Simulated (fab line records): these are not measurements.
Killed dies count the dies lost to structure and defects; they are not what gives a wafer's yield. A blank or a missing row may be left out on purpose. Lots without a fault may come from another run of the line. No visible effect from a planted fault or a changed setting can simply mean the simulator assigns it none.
Which tool is to blame? || flow gf180mcu || 12 lots with 33 wafers sampled at 6 steps, on a route of 602 steps

WHAT THE GAUGES SHOWED, per wafer
GF_LVPWELL_OVL_MEAS_07.
{"lot": "L941", "measured": "day 3 21:43", "on": "overlay-02", "LVPWELL_OVL (nm)": "-3.5 -2.9 -4.7"}
{"lot": "L942", "measured": "day 4 03:21", "on": "overlay-01", "LVPWELL_OVL (nm)": "-2.6 0.1 -0.9"}
{"lot": "L945", "measured": "day 4 21:16", "on": "overlay-01", "LVPWELL_OVL (nm)": "-2.7 -3.3 -0.6"}
{"lot": "L946", "measured": "day 5 02:04", "on": "overlay-02", "LVPWELL_OVL (nm)": "-1.7 0.7 0.6"}
{"lot": "L947", "measured": "day 5 05:40", "on": "overlay-02", "LVPWELL_OVL (nm)": "0.3 0.2 -1.9"}
{"lot": "L948", "measured": "day 5 10:49", "on": "overlay-01", "LVPWELL_OVL (nm)": "-2.2 -2.4 -0.7"}
{"lot": "L949", "measured": "day 5 16:16", "on": "overlay-01", "LVPWELL_OVL (nm)": "-3.1 -1.4 -2.6"}
{"lot": "L950", "measured": "day 5 22:31", "on": "overlay-02", "LVPWELL_OVL (nm)": "0.1 1.5 -1.0"}
{"lot": "L951", "measured": "day 6 03:55", "on": "overlay-01", "LVPWELL_OVL (nm)": "0.2 -2.2 2.4"}
{"lot": "L952", "measured": "day 6 13:04", "on": "overlay-02", "LVPWELL_OVL (nm)": "-2.5 -2.3"}
{"lot": "L953", "measured": "day 6 15:40", "on": "overlay-01", "LVPWELL_OVL (nm)": "-0.3 -1.4"}
{"lot": "L954", "measured": "day 6 19:55", "on": "overlay-01", "LVPWELL_OVL (nm)": "-0.1 -1.0"}

GF_HV_LDD_TW_MEAS_11.
{"lot": "L941", "measured": "day 10 01:10", "on": "film-metro-04", "HV_LDD_TW": "2412 2421 2415"}
{"lot": "L942", "measured": "day 10 07:04", "on": "film-metro-03", "HV_LDD_TW": "2397 2400 2394"}
{"lot": "L945", "measured": "day 11 09:16", "on": "film-metro-04", "HV_LDD_TW": "2402 2407 2403"}
{"lot": "L946", "measured": "day 11 13:56", "on": "film-metro-03", "HV_LDD_TW": "2398 2384 2394"}
{"lot": "L947", "measured": "day 11 18:31", "on": "film-metro-03", "HV_LDD_TW": "2393 2391 2396"}
{"lot": "L948", "measured": "day 12 03:42", "on": "film-metro-04", "HV_LDD_TW": "2407 2419 2422"}
{"lot": "L949", "measured": "day 12 11:01", "on": "film-metro-04", "HV_LDD_TW": "2440 2422 2422"}
{"lot": "L950", "measured": "day 12 20:22", "on": "film-metro-04", "HV_LDD_TW": "2433 2431 2413"}
{"lot": "L951", "measured": "day 12 21:07", "on": "film-metro-04", "HV_LDD_TW": "2418 2416 2414"}
{"lot": "L952", "measured": "day 13 14:01", "on": "film-metro-02", "HV_LDD_TW": "2384 2390"}
{"lot": "L953", "measured": "day 13 20:01", "on": "film-metro-03", "HV_LDD_TW": "2400 2386"}
{"lot": "L954", "measured": "day 13 23:37", "on": "film-metro-02", "HV_LDD_TW": "2379 2368"}

GF_V3_THK_MEAS_01.
{"lot": "L941", "measured": "day 21 10:17", "on": "film-metro-01", "V3_CVD_00_THK (nm)": "597 595 595"}
{"lot": "L942", "measured": "day 21 18:47", "on": "film-metro-01", "V3_CVD_00_THK (nm)": "592 600 606"}
{"lot": "L945", "measured": "day 22 21:50", "on": "film-metro-01", "V3_CVD_00_THK (nm)": "600 602 594"}
{"lot": "L946", "measured": "day 23 06:03", "on": "film-metro-02", "V3_CVD_00_THK (nm)": "603 607 605"}
{"lot": "L947", "measured": "day 23 14:44", "on": "film-metro-02", "V3_CVD_00_THK (nm)": "600 603 596"}
{"lot": "L948", "measured": "day 23 22:38", "on": "film-metro-01", "V3_CVD_00_THK (nm)": "596 596 594"}
{"lot": "L949", "measured": "day 24 07:27", "on": "film-metro-01", "V3_CVD_00_THK (nm)": "603 594 597"}
{"lot": "L950", "measured": "day 24 17:59", "on": "film-metro-01", "V3_CVD_00_THK (nm)": "610 595 603"}
{"lot": "L951", "measured": "day 24 19:47", "on": "film-metro-01", "V3_CVD_00_THK (nm)": "595 602 594"}
{"lot": "L952", "measured": "day 25 15:30", "on": "film-metro-01", "V3_CVD_00_THK (nm)": "595 591"}
{"lot": "L953", "measured": "day 25 19:48", "on": "film-metro-02", "V3_CVD_00_THK (nm)": "609 602"}
{"lot": "L954", "measured": "day 25 20:47", "on": "film-metro-03", "V3_CVD_00_THK (nm)": "596 612"}

GF_V5_RS_MEAS_24: a four-point-probe measurement.
{"lot": "L941", "measured": "day 27 06:25", "on": "film-metro-01", "V5_W_RS (ohm/sq)": "0.3295 0.3238 0.3257"}
{"lot": "L942", "measured": "day 27 13:27", "on": "film-metro-02", "V5_W_RS (ohm/sq)": "0.3321 0.3255 0.3266"}
{"lot": "L945", "measured": "day 28 12:25", "on": "film-metro-02", "V5_W_RS (ohm/sq)": "0.3384 0.3369 0.3319"}
{"lot": "L946", "measured": "day 28 18:20", "on": "film-metro-01", "V5_W_RS (ohm/sq)": "0.3265 0.3286 0.3300"}
{"lot": "L947", "measured": "day 29 02:07", "on": "film-metro-02", "V5_W_RS (ohm/sq)": "0.3322 0.3307 0.3271"}
{"lot": "L948", "measured": "day 29 09:19", "on": "film-metro-02", "V5_W_RS (ohm/sq)": "0.3285 0.3323 0.3280"}
{"lot": "L949", "measured": "day 29 17:07", "on": "film-metro-01", "V5_W_RS (ohm/sq)": "0.3294 0.3343 0.3291"}
{"lot": "L950", "measured": "day 30 01:31", "on": "film-metro-02", "V5_W_RS (ohm/sq)": "0.3268 0.3258 0.3263"}
{"lot": "L951", "measured": "day 30 04:34", "on": "film-metro-01", "V5_W_RS (ohm/sq)": "0.3300 0.3234 0.3248"}
{"lot": "L952", "measured": "day 30 22:25", "on": "film-metro-03", "V5_W_RS (ohm/sq)": "0.2208 0.2237"}
{"lot": "L953", "measured": "day 31 01:07", "on": "film-metro-03", "V5_W_RS (ohm/sq)": "0.2230 0.3264"}
{"lot": "L954", "measured": "day 31 01:14", "on": "film-metro-01", "V5_W_RS (ohm/sq)": "0.2247 0.3265"}

GF_V5_THK_MEAS_25: measures by xrf.
{"lot": "L941", "measured": "day 27 06:32", "on": "film-metro-01", "V5_W_THK (nm)": "335.3 340.6 338.3"}
{"lot": "L942", "measured": "day 27 13:34", "on": "film-metro-02", "V5_W_THK (nm)": "332.9 339.5 341.6"}
{"lot": "L945", "measured": "day 28 12:32", "on": "film-metro-02", "V5_W_THK (nm)": "333.1 332.1 337.5"}
{"lot": "L946", "measured": "day 28 18:27", "on": "film-metro-01", "V5_W_THK (nm)": "337.5 335.8 332.8"}
{"lot": "L947", "measured": "day 29 02:14", "on": "film-metro-02", "V5_W_THK (nm)": "331.7 332.8 339.2"}
{"lot": "L948", "measured": "day 29 09:25", "on": "film-metro-02", "V5_W_THK (nm)": "337.3 332.6 337.2"}
{"lot": "L949", "measured": "day 29 17:14", "on": "film-metro-01", "V5_W_THK (nm)": "339.6 333.6 338.4"}
{"lot": "L950", "measured": "day 30 01:38", "on": "film-metro-02", "V5_W_THK (nm)": "337.6 337.3 338.0"}
{"lot": "L951", "measured": "day 30 04:41", "on": "film-metro-01", "V5_W_THK (nm)": "334.9 340.2 340.2"}
{"lot": "L952", "measured": "day 30 22:32", "on": "film-metro-03", "V5_W_THK (nm)": "494.7 490.2"}
{"lot": "L953", "measured": "day 31 01:14", "on": "film-metro-03", "V5_W_THK (nm)": "482.1 336.2"}
{"lot": "L954", "measured": "day 31 01:21", "on": "film-metro-01", "V5_W_THK (nm)": "483.6 338.8"}

TOOL THAT RAN EACH LOT (tool first, then ch and the chambers of the sampled wafers, then the start)
{"lot": "L941", "GF_V5_CVD_23": "cvd-w-01 ch 0,1, day 27 06:17"}
{"lot": "L942", "GF_V5_CVD_23": "cvd-w-01 ch 0, day 27 13:20"}
{"lot": "L945", "GF_V5_CVD_23": "cvd-w-02 ch 0,1, day 28 12:17"}
{"lot": "L946", "GF_V5_CVD_23": "cvd-w-02 ch 0,1, day 28 18:13"}
{"lot": "L947", "GF_V5_CVD_23": "cvd-w-01 ch 0,1, day 29 01:59"}
{"lot": "L948", "GF_V5_CVD_23": "cvd-w-01 ch 0,1, day 29 09:13"}
{"lot": "L949", "GF_V5_CVD_23": "cvd-w-02 ch 0,1, day 29 16:59"}
{"lot": "L950", "GF_V5_CVD_23": "cvd-w-01 ch 0,1, day 30 01:23"}
{"lot": "L951", "GF_V5_CVD_23": "cvd-w-01 ch 0,1, day 30 04:28"}
{"lot": "L952", "GF_V5_CVD_23": "cvd-w-01 ch 0,1, day 30 22:17"}
{"lot": "L953", "GF_V5_CVD_23": "cvd-w-01 ch 0,1, day 31 00:59"}
{"lot": "L954", "GF_V5_CVD_23": "cvd-w-01 ch 0,1, day 31 01:07"}
- GF_V5_CVD_23: deposits W, target thk 350 nm, time 104.9 s.

AS READ BY THE TOOLS THEMSELVES (means over the sampled wafers that have a number; for cases with no such wafer, the mark the record gives instead)
GF_V5_CVD_23.
{"lot": "L941", "tool": "cvd-w-01", "heater-power-w (W)": 855}
{"lot": "L942", "tool": "cvd-w-01", "heater-power-w (W)": 874}
{"lot": "L945", "tool": "cvd-w-02", "heater-power-w (W)": 914}
{"lot": "L946", "tool": "cvd-w-02", "heater-power-w (W)": 954}
{"lot": "L947", "tool": "cvd-w-01", "heater-power-w (W)": 823}
{"lot": "L948", "tool": "cvd-w-01", "heater-power-w (W)": 832}
{"lot": "L949", "tool": "cvd-w-02", "heater-power-w (W)": 916}
{"lot": "L950", "tool": "cvd-w-01", "heater-power-w (W)": 843}
{"lot": "L951", "tool": "cvd-w-01", "heater-power-w (W)": 854}
{"lot": "L952", "tool": "cvd-w-01", "heater-power-w (W)": 830}
{"lot": "L953", "tool": "cvd-w-01", "heater-power-w (W)": 842}
{"lot": "L954", "tool": "cvd-w-01", "heater-power-w (W)": 845}

THE ANSWER, worked out from the rows above alone
Rule: what is usual is taken from the lots themselves. Put in order of their means at a reading, lots are off if they are a third of the lots or fewer, leave a main group of 4 or more, and stand apart from it by a gap of 3 or more times the standard deviation of the main group's means; of several such gaps the widest counts. The tables above print the reading to a certain number of digits; a main group whose means all agree to those digits is not used. A lot without any number at a reading at which 4 lots or more have one is off too. The other lots that the step has rows for count as sound. After the gauges, taken in route order, come the tools' own readings; for these a lot's mean is taken, as printed above. At the first step where some lot is off, the reading lying furthest off is the one used; lots without a number count as furthest.
Off: L952, L953, L954, at GF_V5_RS_MEAS_24 (V5_W_RS). Main group: mean 0.3290 ohm/sq, sd 0.0029.
A tool fits if, at a process step before that reading, it ran every lot that is off, and no sound lot after the first of them. The gauges at GF_V5_RS_MEAS_24 are tried like those tools. One candidate fits, namely cvd-w-01 at GF_V5_CVD_23. A fault onset in the window from L951 (day 30 04:28, its last sound lot) to L952 (day 30 22:17, its first lot off) fits.

WHAT WAS PUT IN BY THE SIMULATOR
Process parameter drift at GF_V5_CVD_23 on cvd-w-01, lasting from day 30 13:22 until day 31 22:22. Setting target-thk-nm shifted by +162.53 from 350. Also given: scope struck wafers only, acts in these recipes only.
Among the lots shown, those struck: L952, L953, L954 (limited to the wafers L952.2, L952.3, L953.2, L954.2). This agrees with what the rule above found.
